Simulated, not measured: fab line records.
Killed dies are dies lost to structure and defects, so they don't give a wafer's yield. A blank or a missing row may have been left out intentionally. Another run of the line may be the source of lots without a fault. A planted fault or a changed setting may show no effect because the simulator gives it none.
Check for tools in common -- flow gf180mcu -- 13 lots, 39 wafers sampled

## WHY IT WAS OPENED
Of 13 lots, 2 have the reading NSD_RS flagged at GF_PSD_RS_MEAS_14. Wafers without a fault read 45.73 ohm/sq, standard deviation 0.12.
Rule: a lot is flagged in two cases, either no wafer of it has a number, or all its wafers with numbers fall more than 4 standard deviations from that mean. All remaining lots are regarded as sound.

lot,measured,on,"NSD_RS (ohm/sq), wafer by wafer",flag
L336,day 14 10:58,filmMetro-03,45.53 45.59 45.47,
L335,day 14 13:41,filmMetro-04,45.77 45.81 45.70,
L339,day 15 17:01,filmMetro-01,45.87 45.83 45.85,
L340,day 15 18:55,filmMetro-04,45.73 45.68 45.67,
L341,day 16 05:22,filmMetro-03,45.71 45.66 45.61,
L344,day 17 07:13,filmMetro-04,41.95 41.92 41.91,FLAGGED
L345,day 17 15:16,filmMetro-03,41.77 41.70 41.64,FLAGGED
L351,day 19 22:35,filmMetro-04,45.74 45.82 45.81,
L352,day 20 00:57,filmMetro-03,45.61 45.67 45.65,
L354,day 21 00:08,filmMetro-01,45.67 45.80 45.80,
L355,day 21 04:17,filmMetro-04,45.80 45.76 45.68,
L357,day 21 23:25,filmMetro-01,45.88 45.87 45.87,
L358,day 22 05:53,filmMetro-01,45.78 45.97 45.89,
The numbers of the flagged lots are 41.81 ohm/sq on average: -3.91 ohm/sq against the usual, or -33 standard deviations.

## LOT BY LOT: THE TOOL USED
The record keeps 1 process step preceding the reading, out of 602 steps on the route. Each cell gives the tool, then ch followed by the chambers the sampled wafers passed through, then the start.
lot,flag,GF_PSD_RTA_13
L336,,"rtpAnneal-01 ch 0, day 14 10:51"
L335,,"rtpAnneal-02 ch 0, day 14 13:36"
L339,,"rtpAnneal-02 ch 0, day 15 16:56"
L340,,"rtpAnneal-01 ch 0, day 15 18:49"
L341,,"rtpAnneal-02 ch 0, day 16 05:16"
L344,FLAGGED,"rtpAnneal-01 ch 0, day 17 07:07"
L345,FLAGGED,"rtpAnneal-01 ch 0, day 17 15:10"
L351,,"rtpAnneal-01 ch 0, day 19 22:31"
L352,,"rtpAnneal-01 ch 0, day 20 00:52"
L354,,"rtpAnneal-02 ch 0, day 21 00:03"
L355,,"rtpAnneal-01 ch 0, day 21 04:12"
L357,,"rtpAnneal-01 ch 0, day 21 23:19"
L358,,"rtpAnneal-01 ch 0, day 22 05:44"
What these steps do:
- GF_PSD_RTA_13: time 20 s.
- GF_PSD_RS_MEAS_14: measures by four-point-probe.

## FLAGGED OVER TOTAL, TOOL BY TOOL (the gauges that took the reading come last)
step,tool,lots run,flagged,share of the flagged lots,sound lots run after its first flagged lot
GF_PSD_RTA_13,rtpAnneal-01,9,2,all,"5 (L351,L352,L355,L357,L358)"
GF_PSD_RTA_13,rtpAnneal-02,4,0,none,-
GF_PSD_RS_MEAS_14,filmMetro-01,4,0,none,-
GF_PSD_RS_MEAS_14,filmMetro-03,4,1,some,1 (L352)
GF_PSD_RS_MEAS_14,filmMetro-04,5,1,some,"2 (L351,L355)"

## THE TABLE: WHAT IT ALLOWS
Rows of the table that ran each flagged lot: 1, that is rtpAnneal-01 at GF_PSD_RTA_13.
- rtpAnneal-01 at GF_PSD_RTA_13 ran 9 lots, 2 of them flagged. Sound lots followed the first flagged one (L351, L352, L355, L357, L358) on it, something a lasting fault affecting the whole tool could not allow. Its own readings lie more than 4 standard deviations out on every wafer of the flagged lots: runLengthS.
Every row of the table either missed a flagged lot or ran a sound lot after the first.

## WHAT WAS PUT IN BY THE SIMULATOR
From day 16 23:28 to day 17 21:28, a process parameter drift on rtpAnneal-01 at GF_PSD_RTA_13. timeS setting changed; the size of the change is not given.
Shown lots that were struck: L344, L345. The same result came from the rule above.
